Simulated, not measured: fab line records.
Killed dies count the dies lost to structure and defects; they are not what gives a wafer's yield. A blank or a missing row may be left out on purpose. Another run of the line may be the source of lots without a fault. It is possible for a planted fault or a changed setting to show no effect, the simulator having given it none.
Lot-split experiment :: flow sky130 :: 5 lots, 23 wafers read, on a route of 708 steps

ON THE SPLIT
At SKY_POLY_GATE_ETCH_15 (etches BARC in N2/H2, stops on SiO2, time 118.5 s, target depth 110 nm), the setting time_s was moved away from the recipe's 118.5 s on 6 of the 23 wafers read, by -11.7% to +13.9%. All remaining wafers had this setting at the recipe value.

FROM SPLIT TO READING: 1 step shown by the file between the two
- SKY_POLY_GATE_ETCH_16: etches Si3N4 in CH3F/O2, stops on poly-Si, time 147.5 s, target depth 75 nm

THE READING
KrF-thick_of_POLY_GATE_COAT_08.thk_nm (the simulator's own value, which no gauge read), in nm, at SKY_POLY_GATE_ETCH_17 (etches poly-Si in HBr/Cl2, stops on SiO2, target depth 180 nm, time 70.5 s). The file gives no usual value for it. The 17 wafers here that ran the recipe average 138.7 nm, standard deviation 2.4 nm.

wafer: L075.1
tool, chamber at the split: rie_diel-03, 1
time_s as run, s: 118.5
against the recipe: recipe
KrF-thick_of_POLY_GATE_COAT_08.thk_nm, nm: 139.9
against lot-mates on the recipe: -

wafer: L075.2
tool, chamber at the split: rie_diel-03, 0
time_s as run, s: 104.6
against the recipe: -11.7%
KrF-thick_of_POLY_GATE_COAT_08.thk_nm, nm: 152.5
against lot-mates on the recipe: +13.7

wafer: L075.3
tool, chamber at the split: rie_diel-03, 2
time_s as run, s: 118.5
against the recipe: recipe
KrF-thick_of_POLY_GATE_COAT_08.thk_nm, nm: 137.7
against lot-mates on the recipe: -

wafer: L075.4
tool, chamber at the split: rie_diel-03, 2
time_s as run, s: 104.6
against the recipe: -11.7%
KrF-thick_of_POLY_GATE_COAT_08.thk_nm, nm: 148.4
against lot-mates on the recipe: +9.6

wafer: L075.5
tool, chamber at the split: rie_diel-03, 1
time_s as run, s: 104.6
against the recipe: -11.7%
KrF-thick_of_POLY_GATE_COAT_08.thk_nm, nm: 152.2
against lot-mates on the recipe: +13.4

wafer: L078.2
tool, chamber at the split: rie_diel-04, 2
time_s as run, s: 118.5
against the recipe: recipe
KrF-thick_of_POLY_GATE_COAT_08.thk_nm, nm: 136.1
against lot-mates on the recipe: -

wafer: L078.3
tool, chamber at the split: rie_diel-04, 1
time_s as run, s: 135
against the recipe: +13.9%
KrF-thick_of_POLY_GATE_COAT_08.thk_nm, nm: 128.2
against lot-mates on the recipe: -10.1

wafer: L078.4
tool, chamber at the split: rie_diel-04, 3
time_s as run, s: 135
against the recipe: +13.9%
KrF-thick_of_POLY_GATE_COAT_08.thk_nm, nm: 121.2
against lot-mates on the recipe: -17.1

wafer: L078.5
tool, chamber at the split: rie_diel-04, 3
time_s as run, s: 135
against the recipe: +13.9%
KrF-thick_of_POLY_GATE_COAT_08.thk_nm, nm: 124.4
against lot-mates on the recipe: -13.9

wafer: L078.6
tool, chamber at the split: rie_diel-04, 0
time_s as run, s: 118.5
against the recipe: recipe
KrF-thick_of_POLY_GATE_COAT_08.thk_nm, nm: 140.5
against lot-mates on the recipe: -

wafer: L079.2
tool, chamber at the split: rie_diel-03, 0
time_s as run, s: 118.5
against the recipe: recipe
KrF-thick_of_POLY_GATE_COAT_08.thk_nm, nm: 138.3
against lot-mates on the recipe: -

wafer: L079.3
tool, chamber at the split: rie_diel-03, 3
time_s as run, s: 118.5
against the recipe: recipe
KrF-thick_of_POLY_GATE_COAT_08.thk_nm, nm: 138.2
against lot-mates on the recipe: -

wafer: L079.4
tool, chamber at the split: rie_diel-03, 1
time_s as run, s: 118.5
against the recipe: recipe
KrF-thick_of_POLY_GATE_COAT_08.thk_nm, nm: 142.1
against lot-mates on the recipe: -

wafer: L079.5
tool, chamber at the split: rie_diel-03, 3
time_s as run, s: 118.5
against the recipe: recipe
KrF-thick_of_POLY_GATE_COAT_08.thk_nm, nm: 136.6
against lot-mates on the recipe: -

wafer: L079.6
tool, chamber at the split: rie_diel-03, 2
time_s as run, s: 118.5
against the recipe: recipe
KrF-thick_of_POLY_GATE_COAT_08.thk_nm, nm: 133.6
against lot-mates on the recipe: -

wafer: L080.2
tool, chamber at the split: rie_diel-03, 1
time_s as run, s: 118.5
against the recipe: recipe
KrF-thick_of_POLY_GATE_COAT_08.thk_nm, nm: 141.9
against lot-mates on the recipe: -

wafer: L080.3
tool, chamber at the split: rie_diel-03, 2
time_s as run, s: 118.5
against the recipe: recipe
KrF-thick_of_POLY_GATE_COAT_08.thk_nm, nm: 138.4
against lot-mates on the recipe: -

wafer: L080.4
tool, chamber at the split: rie_diel-03, 0
time_s as run, s: 118.5
against the recipe: recipe
KrF-thick_of_POLY_GATE_COAT_08.thk_nm, nm: 136.7
against lot-mates on the recipe: -

wafer: L080.5
tool, chamber at the split: rie_diel-03, 1
time_s as run, s: 118.5
against the recipe: recipe
KrF-thick_of_POLY_GATE_COAT_08.thk_nm, nm: 142.4
against lot-mates on the recipe: -

wafer: L080.6
tool, chamber at the split: rie_diel-03, 0
time_s as run, s: 118.5
against the recipe: recipe
KrF-thick_of_POLY_GATE_COAT_08.thk_nm, nm: 137.2
against lot-mates on the recipe: -

wafer: L084.1
tool, chamber at the split: rie_diel-03, 0
time_s as run, s: 118.5
against the recipe: recipe
KrF-thick_of_POLY_GATE_COAT_08.thk_nm, nm: 137.8
against lot-mates on the recipe: -

wafer: L084.3
tool, chamber at the split: rie_diel-03, 1
time_s as run, s: 118.5
against the recipe: recipe
KrF-thick_of_POLY_GATE_COAT_08.thk_nm, nm: 142.5
against lot-mates on the recipe: -

wafer: L084.6
tool, chamber at the split: rie_diel-03, 0
time_s as run, s: 118.5
against the recipe: recipe
KrF-thick_of_POLY_GATE_COAT_08.thk_nm, nm: 138.4
against lot-mates on the recipe: -

THE FIT
A straight line over all 23 wafers: KrF-thick_of_POLY_GATE_COAT_08.thk_nm changes by -1.03 nm for each +1% of time_s; r = -0.94; the points scatter about the line by 2.5 nm.
The same after taking each lot's own level away (the mean of its wafers on the recipe; 23 wafers): -1.01 nm for each +1%; r = -0.94; scatter 2.5 nm.
According to that fit, moving time_s by its largest amount changes the reading by 14 nm.
From 137.76 to 139.57 nm: that is the span of the lots' own levels, equal to 0.7 times the standard deviation above.
The two slopes agree, so the slope changes little with the lot-to-lot level.
Check: -15.1 nm against its lot-mates is what the line predicts for one of the wafers moved furthest among these (+13.9%) when that wafer is left out of the fit. Against them it came out at -10.1 nm.

FURTHER SPLITS ON THESE WAFERS
Before the reading, these wafers also passed through other splits. Each is held against what the fit with the lots' levels taken away leaves over:
other split on the same wafers: SKY_GATE_OXIDE_SOFTBAKE_06 temp_c
wafers away from the commonest value: 6
r with KrF-thick_of_POLY_GATE_COAT_08.thk_nm (lot level and that fit taken away): +0.17

THE WHOLE CHAIN: every reading that the file lists as answering this split, in the file's order
step: SKY_POLY_GATE_ETCH_15
what it does: etches BARC in N2/H2, stops on SiO2, time 118.5 s, target depth 110 nm
reading: KrF-thick_of_POLY_GATE_COAT_08.thk_nm (the simulator's own value, which no gauge read)
change (the file's fit): -0.946 nm for each +1% of the setting
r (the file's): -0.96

step: SKY_POLY_GATE_ETCH_16
what it does: etches Si3N4 in CH3F/O2, stops on poly-Si, time 147.5 s, target depth 75 nm
reading: KrF-thick_of_POLY_GATE_COAT_08.thk_nm (the simulator's own value, which no gauge read)
change (the file's fit): -0.974 nm for each +1% of the setting
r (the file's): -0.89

step: SKY_POLY_GATE_ETCH_17
what it does: etches poly-Si in HBr/Cl2, stops on SiO2, target depth 180 nm, time 70.5 s
reading: KrF-thick_of_POLY_GATE_COAT_08.thk_nm (the simulator's own value, which no gauge read)
change (the file's fit): -1.01 nm for each +1% of the setting
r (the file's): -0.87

step: SKY_POLY_GATE_STRIP_18
what it does: strips in O2/N2
reading: strip_time_to_endpoint_s
change (the file's fit): withheld for each +1% of the setting
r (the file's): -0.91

FILE'S OWN FIT
KrF-thick_of_POLY_GATE_COAT_08.thk_nm changes by -1.01 nm for each +1% of time_s, r = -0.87.
